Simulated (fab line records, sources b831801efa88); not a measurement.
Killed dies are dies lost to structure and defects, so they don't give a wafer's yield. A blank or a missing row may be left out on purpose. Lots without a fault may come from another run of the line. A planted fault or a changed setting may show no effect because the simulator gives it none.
fab line records | flow gf180mcu
record lots=5 wafers=14 last_day=34
route steps=602 shown CONTACT@299 M1@315
lots that met no fault: from a run of the same line without faults
start_h: hours from the record's first day to the start of the lot's first wafer shown | wait_h: hours since the lot's step before | " the same as in the row above | L1.1+2: a row that stands for several wafers | - no value, or no start given | * or withheld: withheld | < > ~ a bound
route shown NAME@n: a module of which the file shows steps, and the number in the route of the first | usual: mean/standard deviation of fault-free wafers | same: alike in all rows | chamber/n: place in a boat | sites: the reading at each site | _std_site: their standard deviation | _edge_site: outer sites' mean less inner sites' | radius_mm: how far each site lies from the wafer's centre | mask NAME#n: copy n | behind: the tool/chamber that last shaped the wafer | hold: why the lot was held/for how many hours/how that ended | device: the transistor (n, p or np) that didn't switch | end of line: the same wafers' tests at the end of the route | a step without rows: its recipe alone | killed: dies lost to structure and defects at the first sort, not the wafer's yield | map: a wafer's dies, x killed, . not, _ none there
set.NAME: the setting as run; set.NAME@STEP: as run at that earlier step | model.NAME: the simulator's own value behind a step, which no gauge read
lots at some steps of the route; a table a step, a row a wafer
services: from which hour (start_h, from the record's first day; less than 0 if before it) a tool's chamber was out of use, for how many hours, and why
## steps
# step GF_CONTACT_PEB_12
# recipe peb_temp_c=135 peb_time_s=90 resist=KrF
# step GF_CONTACT_DEVELOP_13
# recipe develop_time_s=60 resist=KrF dev_temp_c=21
# step GF_CONTACT_CD_MEAS_14
# recipe target_cd_nm=220
# usual cd_nm=220.4/1.6
# columns lot.wafer tool chamber start_h wait_h cd_nm
L989.2 cd_sem-01 - 428.16 0.1 218.9
L989.6 " - " " 219.6
L997.3 cd_sem-01 - 494.60 0.1 220.9
L997.4 " - " " 219.6
L997.5 " - " " 221.6
L999.1 cd_sem-02 - 512.56 0.1 221.1
L999.3 " - " " 222.4
L999.4 " - " " 221.9
L101.2 cd_sem-02 - 534.78 0.1 222.0
L101.5 " - " " 222.6
L101.6 " - " " 222.6
L104.4 cd_sem-02 - 544.75 0.1 220.9
L104.5 " - " " 222.0
L104.6 " - " " 221.6
# step GF_CONTACT_OVL_MEAS_15
# usual CONTACT_OVL=0/5.7
# columns lot.wafer tool chamber start_h wait_h CONTACT_OVL[nm]
L989.2 overlay-02 - 428.27 0.1 2
L989.6 " - " " 10
L997.3 overlay-02 - 494.69 0.1 3
L997.4 " - " " 4
L997.5 " - " " 4
L999.1 overlay-02 - 512.68 0.1 -11
L999.3 " - " " -5
L999.4 " - " " 4
L101.2 overlay-01 - 534.89 0.1 -4
L101.5 " - " " -7
L101.6 " - " " -5
L104.4 overlay-02 - 544.83 0.1 -3
L104.5 " - " " -5
L104.6 " - " " 1
# step GF_CONTACT_ETCH_16
# recipe chemistry=N2/H2 target_depth_a=withheld overetch_a=withheld time_s=withheld target=BARC ion_energy_ev=200 source_w=500 bias_w=100 pressure_mtorr=30 n2_flow_sccm=100 h2_flow_sccm=200
# usual drypump_motor_current_A=5.8/0.65 oes_product_au=0.855/0.0048 throttle_valve_pct=13.225/0.0091
# columns lot.wafer tool chamber start_h wait_h drypump_motor_current_A oes_product_au throttle_valve_pct
L989.2 rie_diel-02 0 428.30 0.0 5.4 0.853 13.235
L989.6 " 3 " " 5.3 0.861 13.230
L997.3 rie_diel-02 1 494.72 0.0 5.0 0.857 13.240
L997.4 " 0 " " 5.4 0.857 13.217
L997.5 " 2 " " 6.8 0.853 13.233
L999.1 rie_diel-02 1 512.72 0.0 5.0 0.855 13.227
L999.3 " 2 " " 6.8 0.855 13.209
L999.4 " 0 " " 5.4 0.861 13.232
L101.2 rie_diel-03 1 534.92 0.0 5.1 0.863 13.222
L101.5 " 3 " " 6.6 0.855 13.223
L101.6 " 2 " " 6.5 0.856 13.236
L104.4 rie_diel-01 1 544.85 0.0 5.2 0.850 13.211
L104.5 " 0 " " 6.3 0.862 13.224
L104.6 " 1 " " 5.2 0.853 13.237
# step GF_CONTACT_ETCH_17
# recipe chemistry=C4F8/O2/Ar mask_material=KrF target=SiO2 stop_on=CoSi2 source_w=1500 bias_w=1200 pressure_mtorr=40 c4f8_flow_sccm=withheld O2_flow_sccm=6 Ar_flow_sccm=300 time_s=withheld target_depth_a=8600
# usual oes_product_au=0.814/0.005
# columns lot.wafer tool chamber start_h wait_h oes_product_au
L989.2 rie_diel-02 3 - - 0.811
L989.6 " 3 " " 0.823
L997.3 rie_diel-02 1 - - 0.814
L997.4 " 0 " " 0.820
L997.5 " 2 " " 0.821
L999.1 rie_diel-02 1 - - 0.811
L999.3 " 2 " " 0.808
L999.4 " 0 " " 0.807
L101.2 rie_diel-03 1 - - 0.810
L101.5 " 3 " " 0.817
L101.6 " 2 " " 0.814
L104.4 rie_diel-01 1 - - 0.818
L104.5 " 0 " " 0.810
L104.6 " 1 " " 0.814
# step GF_CONTACT_STRIP_18
# recipe chemistry=O2/N2 power_w=1400 pressure_mtorr=1500 platen_temp_c=250 o2_flow_sccm=3000 n2_flow_sccm=300 overash_fraction=0.5
# usual drypump_motor_current_A=5.3/0.33 heater_power_w=351/49 oes_product_au=0.580/0.0048
# columns lot.wafer tool chamber start_h wait_h drypump_motor_current_A heater_power_w oes_product_au rf_hours_counter_h
L989.2 plasma_asher-02 1 428.46 - 5.5 323 0.583 29
L989.6 " 0 " " 5.6 397 0.585 -
L997.3 plasma_asher-03 1 494.91 - 5.0 345 0.581 -
L997.4 " 0 " " 5.0 339 0.581 -
L997.5 " 0 " " 5.0 327 0.579 -
L999.1 plasma_asher-01 1 512.88 - 5.7 269 0.573 76
L999.3 " 1 " " 5.7 274 0.588 -
L999.4 " 0 " " 5.7 438 0.580 -
L101.2 plasma_asher-03 1 535.08 - 5.0 352 0.572 11
L101.5 " 1 " " 5.0 348 0.577 -
L101.6 " 0 " " 5.0 337 0.579 -
L104.4 plasma_asher-02 1 545.04 - 5.5 317 0.580 -
L104.5 " 1 " " 5.5 318 0.577 -
L104.6 " 0 " " 5.6 394 0.582 -
# step GF_CONTACT_CLEAN_19
# recipe chemistry=SPM
# step GF_CONTACT_CLEAN_20
# recipe chemistry=DIW
# step GF_CONTACT_CLEAN_21
# recipe chemistry=dHF time_s=20 dilution=100:1 dry=ipa_marangoni
# step GF_CONTACT_SPUTTER_22
# recipe material=Ti target_thk_nm=15 chamber_pressure_pa=5 power_w=2500 substrate_temp_c=200 time_s=80.02
# usual throttle_valve_pct=29.9/1
# columns lot.wafer tool chamber start_h wait_h throttle_valve_pct
L989.2 pvd_sputter-04 - 428.76 0.0 29.8
L989.6 " - " " 29.6
L997.3 pvd_sputter-01 - 495.18 0.0 29.9
L997.4 " - " " 31.1
L997.5 " - " " 29.7
L999.1 pvd_sputter-01 - 513.19 0.0 31.6
L999.3 " - " " 30.8
L999.4 " - " " 28.1
L101.2 pvd_sputter-01 - 535.56 0.0 30.9
L101.5 " - " " 30.1
L101.6 " - " " 28.1
L104.4 pvd_sputter-03 - 545.31 0.0 30.1
L104.5 " - " " 30.1
L104.6 " - " " 29.9
# step GF_CONTACT_SPUTTER_23
# recipe material=TiN target_thk_nm=10 chamber_pressure_pa=5 power_w=4000 time_s=40
# step GF_CONTACT_CVD_24
# recipe material=W target_thk_nm=300 time_s=90.339 temp_c=400 pressure_torr=40
# usual heater_power_w=869/38
# columns lot.wafer tool chamber start_h wait_h heater_power_w since_wet_clean_h model.W_of_CONTACT_CVD_24.thk_nm
L989.2 cvd_w-02 0 428.86 0.0 853 525 412.8
L989.6 " 1 " " 838 - 293.5
L997.3 cvd_w-01 0 495.32 0.1 912 - 299.6
L997.4 " 1 " " 871 - 298.2
L997.5 " 1 " " 900 - 300.2
L999.1 cvd_w-01 1 513.29 0.0 862 109 298.3
L999.3 " 0 " " 905 - 299.2
L999.4 " 1 " " 890 - 300.2
L101.2 cvd_w-02 1 535.66 0.0 837 632 297.3
L101.5 " 0 " " 847 - 300.4
L101.6 " 1 " " 853 - 299.8
L104.4 cvd_w-01 0 545.45 0.1 925 - 295.4
L104.5 " 0 " " 910 - 297
L104.6 " 1 " " 879 - 296.6
# step GF_CONTACT_RS_MEAS_25
# recipe thk_meas_gauge=four-point-probe reads=W_of_CONTACT_CVD_24+TiN_of_CONTACT_SPUTTER_23+Ti_of_CONTACT_SPUTTER_22
# usual CONTACT_W_RS=0.386/0.0043
# columns lot.wafer tool chamber start_h wait_h CONTACT_W_RS[ohm/sq]
L989.2 film_metro-02 - 428.98 0.1 0.277
L989.6 " - " " 0.391
L997.3 film_metro-02 - 495.43 0.1 0.383
L997.4 " - " " 0.385
L997.5 " - " " 0.382
L999.1 film_metro-03 - 513.39 0.1 0.385
L999.3 " - " " 0.384
L999.4 " - " " 0.383
L101.2 film_metro-01 - 535.78 0.1 0.386
L101.5 " - " " 0.382
L101.6 " - " " 0.383
L104.4 film_metro-03 - 545.58 0.1 0.390
L104.5 " - " " 0.386
L104.6 " - " " 0.387
# step GF_CONTACT_THK_MEAS_26
# recipe thk_meas_gauge=xrf reads=W_of_CONTACT_CVD_24
# usual CONTACT_W_THK=291/3.6
# columns lot.wafer tool chamber start_h wait_h CONTACT_W_THK[nm]
L989.2 film_metro-02 - 429.09 0.1 398
L989.6 " - " " 286
L997.3 film_metro-02 - 495.53 0.1 294
L997.4 " - " " 292
L997.5 " - " " 295
L999.1 film_metro-03 - 513.51 0.1 293
L999.3 " - " " 293
L999.4 " - " " 295
L101.2 film_metro-01 - 535.89 0.1 288
L101.5 " - " " 289
L101.6 " - " " 289
L104.4 film_metro-03 - 545.67 0.1 289
L104.5 " - " " 291
L104.6 " - " " 289
# step GF_CONTACT_CMP_27
# recipe stop_on=SiO2 down_force_psi=3.5 platen_rpm=60 t_overpolish_s=15 target_thk_nm=0 pad_velocity_m_s=0.94248
# usual head_pressure_psi=3.499/0.008 motor_current_A=10.6/0.93 slurry_filter_dp_kPa=13.50/0.14 time_to_endpoint_s=73.0/2.6
# columns lot.wafer tool chamber start_h wait_h head_pressure_psi motor_current_A slurry_filter_dp_kPa time_to_endpoint_s
L989.2 cmp-01 0 429.19 0.1 3.500 9.7 13.47 103.3
L989.6 " 0 " " 3.501 9.7 13.54 70.8
L997.3 cmp-01 1 495.62 0.1 3.499 12.1 13.48 72.4
L997.4 " 2 " " 3.506 11.1 13.57 75.4
L997.5 " 0 " " 3.504 10.3 13.71 77.5
L999.4 cmp-01 3 513.57 0.0 3.504 12.3 13.46 73.1
L999.3 " 0 " " 3.482 9.5 13.57 72.9
L999.1 " 1 " " 3.496 11.9 13.76 71.6
L101.2 cmp-02 3 535.94 0.0 3.495 9.7 13.36 76.4
L101.6 " 3 " " 3.500 9.6 13.50 77.0
L101.5 " 0 " " 3.486 9.6 13.59 72.2
L104.4 cmp-02 1 545.70 0.0 3.500 10.1 13.24 75.6
L104.6 " 1 " " 3.500 9.7 13.46 79.3
L104.5 " 2 " " 3.488 10.9 13.58 76.5
# step GF_M1_SPUTTER_00
# recipe material=Ti target_thk_nm=37.5 arriving_ion_energy_ev=80 substrate_temp_c=200 chamber_pressure_pa=2 power_w=4000 time_s=150
# usual throttle_valve_pct=30.2/1.1
# columns lot.wafer tool chamber start_h wait_h throttle_valve_pct
L989.2 pvd_sputter-03 - 429.44 0.2 29.7
L989.6 " - " " 29.5
L997.3 pvd_sputter-02 - 495.87 0.2 29.6
L997.4 " - " " 32.0
L997.5 " - " " 32.9
L999.1 pvd_sputter-03 - 513.87 0.1 29.9
L999.3 " - " " 30.5
L999.4 " - " " 29.5
L101.2 pvd_sputter-03 - 536.24 0.2 29.8
L101.5 " - " " 30.6
L101.6 " - " " 29.7
L104.4 pvd_sputter-01 - 546.00 0.2 28.4
L104.5 " - " " 28.2
L104.6 " - " " 30.2
## services
# columns tool chamber start_h hours kind
plasma_asher-02 - 404.87 4.0 pm
plasma_asher-03 - 410.89 0.7 repair
plasma_asher-03 - 421.25 9.0 pm
plasma_asher-03 - 422.05 0.9 repair
rie_diel-02 - 423.43 0.5 repair
rie_diel-02 1 428.41 24.2 repair
rie_diel-02 3 431.63 6.2 repair
rie_diel-02 2 432.13 1.7 repair
pvd_sputter-01 - 434.46 1.3 repair
rie_diel-02 0 436.29 31.9 repair
cmp-01 - 451.10 0.6 repair
rie_diel-03 2 452.54 12.0 repair
cmp-02 - 460.92 5.3 pm
rie_diel-03 1 467.97 8.5 repair
cvd_w-01 - 476.30 1.3 repair
rie_diel-02 1 476.66 3.2 repair
cvd_w-01 0 482.83 3.4 repair
rie_diel-01 - 495.86 0.1 repair
rie_diel-03 1 497.73 18.1 repair
rie_diel-02 0 513.77 2.8 repair
cvd_w-01 0 527.29 3.8 repair
pvd_sputter-01 - 538.21 3.4 repair
rie_diel-03 - 540.43 76.0 repair
rie_diel-01 - 543.99 0.2 repair
## key
first_sign step=GF_CONTACT_RS_MEAS_25 reading=CONTACT_W_RS direction=down sigmas=25 usual=0.386 struck=0.277
effect step=GF_CONTACT_THK_MEAS_26 reading=CONTACT_W_THK direction=up sigmas=30 usual=291 struck=398
effect step=GF_CONTACT_CMP_27 reading=time_to_endpoint_s direction=up sigmas=12 usual=* struck=*
model_effect step=GF_CONTACT_CVD_24 value=W_of_CONTACT_CVD_24.thk_nm without=295.2 struck=412.8
met_at GF_CONTACT_CVD_24
struck_wafers L989.2
tester_left_out L989
fault kind=process_parameter_drift tool=cvd_w-02 chamber=- onset_h=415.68 steps=GF_CONTACT_CVD_24 channel=target_thk_nm offset=117.94 shape=step end_h=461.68 scope=struck_wafers_only acts_in=these_recipes_only stated=300
# tester_left_out: of these lots the tester's yield and bins aren't shown, on N5 and GAA mostly nor the transistor test; their killed dies are dies lost to structure and defects alone, not to doping, threshold or leakage, so they don't give the yield
